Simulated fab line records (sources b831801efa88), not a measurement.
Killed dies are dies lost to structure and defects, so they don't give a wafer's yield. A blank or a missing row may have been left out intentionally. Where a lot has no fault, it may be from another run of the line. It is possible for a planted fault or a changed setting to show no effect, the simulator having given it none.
8D (eight disciplines) problem report, filled in by code ; flow gf180mcu ; the parts of the form that need people (team, actions taken, sign-off) are left out

## 1. WHAT WENT WRONG
STI_CVD_03_THK at GF_STI_THK_MEAS_04 reads a mean of 253.4 nm on 3 wafers of 1 lot; wafers without a fault read 206.8 nm with a standard deviation of 1.9. Relative to the usual mean, that is a shift of +25 standard deviations.
Seen first at day 3 05:34 on filmMetro-02, wafer L262.2. The record has a number at this step for 36 wafers belonging to 12 lots. By rule, "out" or "out of limits" means more than 4 standard deviations away from the usual mean. All remaining wafers that have a number are taken as sound.

## 2. WHAT IT IS AND WHAT IT IS NOT
question;is;is not
which readings at this step;STI_CVD_03_THK;-
which lots;L262;L254, L255, L256, L257, L266, L267, L269, L270, L272, L273, L274
which wafers of those lots;all that have a number;-
read on which gauges;filmMetro-02;filmMetro-03, filmMetro-04
when;from day 3 05:34;"up to then (12 sound wafers); but 21 sound wafers of L266, L267, L269, L270, L272, L273, L274 came after"

## 3. WHAT RULES OUT EACH SUSPECT
Counting: a tool at any process step up to the reading remains a suspect when it ran all the lots that are out and ran no sound lot after the first of those.
- ruled out: the gauge at GF_STI_THK_MEAS_04. All the wafers that are out were read on filmMetro-02, but those of them that GF_STI_ETCH_13 has rows for are out there too, on other tools.
- lpcvd-01 at GF_STI_CVD_03 (deposits Si3N4 from DCS/NH3, target thk 207.16 nm, time 3551 s): kept. It ran the lot that is out, L262 (day 3 03:34), and no sound lot after that; its last sound lot up to then is L257 (day 2 02:34).
The count leaves lpcvd-01 at GF_STI_CVD_03.

## 4. THE CAUSE (what the simulator had put in)
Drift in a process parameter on lpcvd-01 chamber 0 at GF_STI_CVD_03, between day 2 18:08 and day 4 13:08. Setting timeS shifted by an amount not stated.
After counting, this tool was the only one left.

## 5. THE EFFECT CHAIN, in route order
One row per reading whose mean, taken over the struck wafers that have a number, lies over 3 standard deviations from the usual. Readings are gone through only where the record gives a usual standard deviation; hours: the median, over the lots, of the time from a lot's start at the first step in this table giving one to that lot's start at this step; sigmas: the change measured in usual standard deviations.
hours;step;reading;usual;on struck wafers;change;sigmas
0;GF_STI_THK_MEAS_04;STI_CVD_03_THK;206.8 nm;253.4;+46.6;+25
13;GF_STI_ETCH_13;oesProductAu;0.832 a.u.;0.935;+0.103;+15
13;GF_STI_ETCH_13;throttleValvePct;8.811 %;8.849;+0.038;+4.0
Process steps it contains:
- GF_STI_ETCH_13: etches the open film in CHF3/O2, stops on Si, target depth 282.31 nm, time 112.9 s.
At these later measuring or inspecting steps, every struck wafer for which the step has a row has a number for every such reading, and none has moved that far: GF_STI_THK_MEAS_22, GF_VT_IMPLANT_RS_MEAS_46, GF_NSD_CD_MEAS_07.

## 6. WHAT WOULD HAVE CAUGHT IT SOONER
Counted from the fault's start at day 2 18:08, it took 11 hours until the first out-of-limits reading at a measuring or inspecting step in this record, taken at day 3 05:34.
An alarm limit of 4 standard deviations would not have fired on the tool readings at GF_STI_CVD_03 for which the record gives a usual standard deviation, since none of them was out on any struck wafer.
By day 3 05:34 the whole set of lots that are out, 1 in number, had already begun GF_STI_CVD_03 on lpcvd-01. None of them would have been spared by holding the tool at that moment.
